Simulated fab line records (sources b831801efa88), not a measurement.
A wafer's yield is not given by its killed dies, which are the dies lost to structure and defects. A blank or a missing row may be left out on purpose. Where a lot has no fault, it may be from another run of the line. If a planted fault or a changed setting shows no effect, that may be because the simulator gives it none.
Problem report in the 8D (eight disciplines) form, filled by code    flow sky130    the parts of the form that need people (team, actions taken, sign-off) are left out

1. THE ISSUE
Across 6 wafers from 2 lots, SD_P_OVL at SKY_SD_P_OVL_MEAS_08 averages -51.7 nm, while fault-free wafers read -1.8 nm with a standard deviation of 1.2. That is -42 standard deviations from the usual mean.
First seen on wafer L661.1, day 31 04:48, on overlay-02. The record has a number at this step for 33 wafers belonging to 11 lots. Rule for "out" (also "out of limits"): further than 4 standard deviations from the usual mean. The rest of the wafers with a number are treated as sound.

2. WHAT IT IS, AND WHAT IT ISN'T
question                     is                      is not
which readings at this step  SD_P_OVL                -
which lots                   L661, L662              L648, L649, L650, L651, L653, L658, L664, L668, L671
which wafers of those lots   all that have a number  -
read on which gauges         overlay-02              overlay-01
when                         from day 31 04:48       up to then (18 sound wafers); but 9 sound wafers of L664, L668, L671 came after

3. WHAT RULES OUT EACH SUSPECT
Counting: a tool at any process step up to the reading remains a suspect when it ran all the lots that are out and ran no sound lot after the first of those.
- the gauge at SKY_SD_P_OVL_MEAS_08: kept. All the wafers that are out were read on overlay-02, and no step on other tools shows them out.
- rie_diel-03 at SKY_POLY_CUT_ETCH_11 (etches Si3N4 in CF4/CH2F2/Ar, stops on poly-Si, time 42.5 s, target depth 60 nm): kept. It ran every lot that is out, first L661 (day 30 00:55), and no sound lot after that; its last sound lot up to then is L658 (day 28 23:51).
- plasma_asher-04 at SKY_POLY_CUT_STRIP_12 (strips in O2/N2): kept. It ran every lot that is out, first L661 (day 30 00:58), and no sound lot after that; its last sound lot up to then is L658 (day 28 23:53).
- iline_stepper-01 at SKY_SD_P_EXPOSE_04 (exposes mask PSDM, target cd 380 nm): kept. It ran every lot that is out, first L661 (day 30 14:37), and no sound lot after that; its last sound lot up to then is L650 (day 27 01:37).
Left after counting: rie_diel-03 at SKY_POLY_CUT_ETCH_11, plasma_asher-04 at SKY_POLY_CUT_STRIP_12, iline_stepper-01 at SKY_SD_P_EXPOSE_04, overlay-02 at SKY_SD_P_OVL_MEAS_08.

4. THE CAUSE (what the simulator had put in)
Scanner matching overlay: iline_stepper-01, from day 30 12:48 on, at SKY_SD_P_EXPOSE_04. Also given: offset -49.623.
4 suspects survive the count, and this tool is in that group.

5. THE EFFECT CHAIN, in route order
Rows list readings where the struck wafers' mean (over those with a number) sits beyond 3 standard deviations from the usual. Only readings for which the record gives a usual standard deviation are gone through. hours: the time from each lot's start at the first step in this table that gives one to its start at this step, as a median over the lots. sigmas: the change in usual standard deviations.
hours  step                  reading   usual    on struck wafers  change  sigmas
0      SKY_SD_P_OVL_MEAS_08  SD_P_OVL  -1.8 nm  -51.7             -49.9   -42

6. WHAT WOULD HAVE CAUGHT IT SOONER
In this record the first reading out of limits at a measuring or inspecting step was taken at day 31 04:48, 16 hours after the fault began at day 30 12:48.
No tool reading at SKY_SD_P_EXPOSE_04 that has a usual standard deviation in the record was out on any struck wafer, so an alarm limit of 4 standard deviations on those readings would not have fired.
All the lots that are out (2) had begun SKY_SD_P_EXPOSE_04 on iline_stepper-01 by day 31 04:48. None of them would have been spared by holding the tool at that moment.
